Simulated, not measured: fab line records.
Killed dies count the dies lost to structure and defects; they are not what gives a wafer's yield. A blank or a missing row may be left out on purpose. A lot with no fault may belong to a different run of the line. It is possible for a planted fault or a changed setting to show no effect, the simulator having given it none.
Chamber matching    flow sky130    SKY_VIA3_CMP_02 on cmp-01: 4 sister chambers
The step polishes SiO2. 4 wafers are shown with their chamber, then 7 later ones without.

WAFERS, EACH WITH ITS CHAMBER
wafer   chamber  motorCurrentA (A)
L754.2  3        10.2
L758.6  2        12.9
L764.1  0        10.6
L764.2  1        13.4

WAFERS WITH NO CHAMBER GIVEN
wafer   motorCurrentA (A)
L764.6  10.4
L766.4  9.8
L766.5  10.0
L766.6  14.0
L768.4  13.4
L768.5  10.2
L768.6  14.3

THE CHAMBER EACH PASSED THROUGH
wafer   from the rows above      in truth
L764.6  can't be placed: 0 or 3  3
L766.4  can't be placed: 3 or 0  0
L766.5  can't be placed: 3 or 0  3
L766.6  can't be placed: 1 or 2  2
L768.4  can't be placed: 1 or 2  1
L768.5  can't be placed: 3 or 0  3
L768.6  can't be placed: 1 or 2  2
Correct placement for 0 of the 7. Cannot be placed on the basis of these rows: 7; the candidates contain the true chamber in 7. Wrongly placed: 0.
How it was worked out, from the rows above alone: a wafer's distance from a chamber is the root of the sum, over the readings, of the square of ((its reading less the chamber's mean) divided by the reading's scatter). If the next closest chamber is less than 2 further off than the closest, the wafer can't be placed; otherwise it belongs to the closest. Each chamber's mean is taken over the wafers shown for it. The scatter (one wafer shown for each chamber): square how far every hidden wafer sits from the nearest shown wafer, average those squares and take the square root.
